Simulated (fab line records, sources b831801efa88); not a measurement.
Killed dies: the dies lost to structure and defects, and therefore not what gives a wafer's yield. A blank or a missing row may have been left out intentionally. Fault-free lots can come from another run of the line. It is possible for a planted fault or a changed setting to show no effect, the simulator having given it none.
Comparing a struck lot with a sound one	flow sky130	16 out of 708 route steps
Sound: wafers L148.1, L148.4, L148.6. The struck wafers were L150.2, L150.3, L150.5. The cause comes at the end.
At each step with rows: each side's tool, then ch and its chambers, then its first start. Under that, the readings that differ: sound wafers	struck wafers	difference of the means	sigmas: that difference in standard deviations of wafers without a fault.
alike: readings whose means differ by less than 2 such deviations, and words and numbers that are the same on both sides. not compared: withheld readings, readings that some wafer has no value for, bounds like >300 that may hide the same value, and numbers for which the record gives no deviation and whose values overlap.
Wherever a step has rows on one side only, a row that says differs or no value, or a row with sigmas, the two part there. Non-overlapping numbers with no deviation appear without sigmas and do not part them. Lack of a reading on every wafer of one side parts them only where that side has two or more wafers.

SKY_SPACER_THK_MEAS_01:
  sound: film-metro-03 at day 22 17:35; struck: film-metro-01 at day 24 18:34
  alike: SPACER_CVD_00_THK
SKY_SPACER_ETCHBACK_02: etches Si3N4 in CH3F/O2, stops on SiO2, time 46.7 s, target depth 45 nm.
  sound on rie-diel-04 ch 0,2,3, day 22 17:38; struck on rie-diel-04 ch 1,2, day 24 18:37
  alike: drypump-motor-current-A, oes-product-au, throttle-valve-pct
  not compared: rf-hours-counter-h
then, 8 steps without rows for these wafers: SKY_POLY_CUT_DEHYDRATE_00 (time 60 s); SKY_POLY_CUT_HMDS_01 (prime time 60 s); SKY_POLY_CUT_COAT_02 (resist thk 60 nm); SKY_POLY_CUT_COAT_03 (resist thk 450 nm); SKY_POLY_CUT_SOFTBAKE_04 (time 90 s); SKY_POLY_CUT_EXPOSE_05 (exposes mask NPCM, target cd 270 nm); SKY_POLY_CUT_PEB_06; SKY_POLY_CUT_DEVELOP_07 (develop time 60 s).
SKY_POLY_CUT_CD_MEAS_08: target cd 270 nm.
  sound: cd-sem-01 at day 23 23:48; struck: cd-sem-01 at day 25 22:58
reading	sound	struck	difference	sigmas
cd-nm (nm)	271.9 273.0 272.7	268.3 267.3 267.9	-4.7	-4
SKY_POLY_CUT_OVL_MEAS_09:
  sound: overlay-02 at day 23 23:55; struck: overlay-02 at day 25 23:05
  alike: POLY_CUT_OVL
SKY_POLY_CUT_ETCH_10: etches BARC in N2/H2, stops on SiO2, time 45.9 s, target depth 60 nm.
  sound on rie-diel-03 ch 0,2,3, day 23 23:58; struck on rie-diel-02 ch 1,3, day 25 23:07
  no value came back on the struck wafers for any of 5 readings (bias-w (W), chamber-pressure-mTorr (mTorr) and others); on the sound wafers bias-w (W) reads 101.10 100.34 99.68
reading	sound	struck	difference	sigmas
model.KrF-thick_of_POLY_CUT_COAT_03.thk-nm (nm)	411.2 409.1 408.9	433.8 435.9 434.7	+25.1	
  not compared: rf-hours-counter-h
SKY_POLY_CUT_ETCH_11: etches Si3N4 in CF4/CH2F2/Ar, stops on poly-Si, time 42.5 s, target depth 60 nm.
  sound on rie-diel-03 ch 0,2,3, day 24 00:00; struck on rie-diel-02 ch 1,3, day 25 23:09
reading	sound	struck	difference	sigmas
oes-product-au (a.u.)	0.822 0.837 0.823	0.382 0.381 0.377	-0.447	-75
throttle-valve-pct (%)	14.998 14.991 14.984	14.936 14.943 14.960	-0.045	-5
  alike: bias-w, cf4-flow-sccm, drypump-motor-current-A
  not compared: rf-hours-counter-h
SKY_POLY_CUT_STRIP_12: strips in O2/N2.
  sound on plasma-asher-02 ch 1, day 24 00:02; struck on plasma-asher-03 ch 0, day 25 23:11
reading	sound	struck	difference	sigmas
oes-product-au (a.u.)	0.456 0.449 0.456	0.463 0.469 0.466	+0.012	+3
strip-time-to-endpoint-s (s)	5.377 5.369 5.363	5.601 5.620 5.607	+0.240	+16
  alike: drypump-motor-current-A
  not compared: rf-hours-counter-h
-- here the record skips 21 days between the struck wafers' starts before and after, leaving off in module POLY_CUT and picking up in module PAD_OPEN (first step shown: number 708 of the route) --
SKY_PAD_OPEN_PROBE_99:
  sound: prober-02 at day 45 11:23; struck: prober-01 at day 46 11:38
reading	sound	struck	difference	sigmas
killed-at-front-end	18 6	420 419 417	+407	+88
killed-dies	83 86	492 492 492	+408	+46
killed-on-rim	14 16	96 96 96	+81	+22
  alike: killed_at_M0_to_M3, killed_at_M4_up, killed-at-contacts, killed-at-other, killed-open, killed-short

## WHERE THEY PART
First at SKY_POLY_CUT_CD_MEAS_08; last, within this record, at SKY_PAD_OPEN_PROBE_99.

WHY: whatever the simulator had introduced
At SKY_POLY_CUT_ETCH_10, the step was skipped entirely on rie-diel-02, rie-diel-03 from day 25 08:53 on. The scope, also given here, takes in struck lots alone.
